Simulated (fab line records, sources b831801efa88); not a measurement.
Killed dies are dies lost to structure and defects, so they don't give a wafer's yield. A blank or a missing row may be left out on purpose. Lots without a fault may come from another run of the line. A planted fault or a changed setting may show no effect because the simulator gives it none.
Tool commonality check | flow gf180mcu | 16 lots, 48 wafers sampled

WHY IT WAS OPENED
At GF_PSD_TW_MEAS_11 the reading PSD_TW is flagged on 4 of 16 lots. Wafers without a fault read 3215, standard deviation 26.
Rule: a lot is flagged when every wafer of it that has a number lies more than 4 standard deviations from that mean, or none has a number. The other lots count as sound.

lot  | measured     | on            | PSD_TW, wafer by wafer | flag
L839 | day 13 22:06 | film_metro-04 | 3206 3206 3215         |
L841 | day 15 17:49 | film_metro-04 | 3232 3213 3242         |
L842 | day 15 23:27 | film_metro-04 | 3249 3230 3236         |
L844 | day 16 00:31 | film_metro-03 | 3238 3205 3219         |
L843 | day 16 02:25 | film_metro-02 | 3171 3163 3169         |
L845 | day 16 08:28 | film_metro-03 | 3227 3230 3224         |
L846 | day 16 21:38 | film_metro-03 | 3223 3241 3239         |
L847 | day 17 02:37 | film_metro-03 | 3225 3227 3230         |
L848 | day 17 15:55 | film_metro-04 | 3248 3250 3263         |
L849 | day 18 03:25 | film_metro-02 | 3196 3187 3190         |
L850 | day 18 08:58 | film_metro-02 | 3201 3198 3212         |
L851 | day 18 12:23 | film_metro-02 | 3190 3194 3214         |
L852 | day 18 22:28 | film_metro-02 | 3712 3677 3695         | FLAGGED
L853 | day 19 14:34 | film_metro-02 | 3685 3680 3669         | FLAGGED
L854 | day 19 16:40 | film_metro-04 | 3758 3780 3764         | FLAGGED
L855 | day 20 04:08 | film_metro-03 | 3735 3743 3689         | FLAGGED
The numbers of the flagged lots are 3716 on average: +501 against the usual, or +19 standard deviations.

WHICH TOOL RAN EACH LOT
The record holds 1 process step before the reading, out of a route of 602 steps. In each cell: the tool, then ch and the chambers that the sampled wafers went through, then the start.
lot  | flag    | GF_PSD_IMPLANT_09
L839 |         | implanter-04 ch 0, day 13 21:52
L841 |         | implanter-03 ch 0, day 15 17:35
L842 |         | implanter-02 ch 0, day 15 23:12
L844 |         | implanter-02 ch 0, day 16 00:16
L843 |         | implanter-02 ch 0, day 16 02:10
L845 |         | implanter-02 ch 0, day 16 08:13
L846 |         | implanter-02 ch 0, day 16 21:25
L847 |         | implanter-03 ch 0, day 17 02:22
L848 |         | implanter-03 ch 0, day 17 15:40
L849 |         | implanter-04 ch 0, day 18 03:10
L850 |         | implanter-03 ch 0, day 18 08:43
L851 |         | implanter-04 ch 0, day 18 12:10
L852 | FLAGGED | implanter-02 ch 0, day 18 22:14
L853 | FLAGGED | implanter-02 ch 0, day 19 14:19
L854 | FLAGGED | implanter-04 ch 0, day 19 16:26
L855 | FLAGGED | implanter-03 ch 0, day 20 03:53
What these steps do:
- GF_PSD_IMPLANT_09
- GF_PSD_TW_MEAS_11

FLAGGED OVER TOTAL, TOOL BY TOOL (the gauges that took the reading come last)
step              | tool          | lots run | flagged | share of the flagged lots | sound lots run after its first flagged lot
GF_PSD_IMPLANT_09 | implanter-02  | 7        | 2       | some                      | 0
GF_PSD_IMPLANT_09 | implanter-03  | 5        | 1       | some                      | 0
GF_PSD_IMPLANT_09 | implanter-04  | 4        | 1       | some                      | 0
GF_PSD_TW_MEAS_11 | film_metro-02 | 6        | 2       | some                      | 0
GF_PSD_TW_MEAS_11 | film_metro-03 | 5        | 1       | some                      | 0
GF_PSD_TW_MEAS_11 | film_metro-04 | 5        | 1       | some                      | 0

WHAT THE TABLE ALLOWS
No row of the table ran every flagged lot.

WHAT THE SIMULATOR HAD PUT IN
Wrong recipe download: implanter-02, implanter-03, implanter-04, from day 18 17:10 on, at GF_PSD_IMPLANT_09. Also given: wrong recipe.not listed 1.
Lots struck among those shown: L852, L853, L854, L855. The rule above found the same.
